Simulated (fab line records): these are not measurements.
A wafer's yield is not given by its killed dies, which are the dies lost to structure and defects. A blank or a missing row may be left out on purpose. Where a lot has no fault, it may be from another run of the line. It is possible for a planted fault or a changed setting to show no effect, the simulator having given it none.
Chamber matching	flow sky130	rie_diel-04 running SKY_METAL4_ETCH_17: 4 sister chambers
The step etches SiO2 in C4F8/O2/Ar, stops on TiN, time 3.9 s, target depth 15 nm. 4 wafers are shown with their chamber, then 6 later ones without.

== WAFERS, EACH WITH ITS CHAMBER ==
wafer	chamber	oes_product_au (a.u.)
L179.4	3	0.762
L186.2	1	0.753
L187.1	0	0.757
L187.2	2	0.750

== WAFERS MISSING THEIR CHAMBER ==
wafer	oes_product_au (a.u.)
L187.6	0.766
L189.2	0.754
L189.4	0.759
L189.5	0.760
L193.6	0.754
L195.6	0.757

== THE CHAMBER EACH PASSED THROUGH ==
wafer	from the rows above	in truth
L187.6	3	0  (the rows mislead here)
L189.2	can't be placed: 1 or 0 or 2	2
L189.4	can't be placed: 0 or 3 or 1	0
L189.5	can't be placed: 3 or 0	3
L193.6	can't be placed: 1 or 0 or 2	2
L195.6	can't be placed: 0 or 1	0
Correct placement for 0 of the 6. Cannot be placed on the basis of these rows: 5; the candidates contain the true chamber in 5. Number placed wrongly: 1.
How it was worked out, from the rows above alone: a wafer's distance from a chamber is the root of the sum, over the readings, of the square of ((its reading less the chamber's mean) divided by the reading's scatter). The wafer belongs to the nearest chamber; if the next one is less than 2 further off, it can't be placed. A chamber's mean is the mean of its shown wafers. The scatter: with one shown wafer a chamber, the root of the mean of the squares of how far each hidden wafer lies from its nearest shown one.
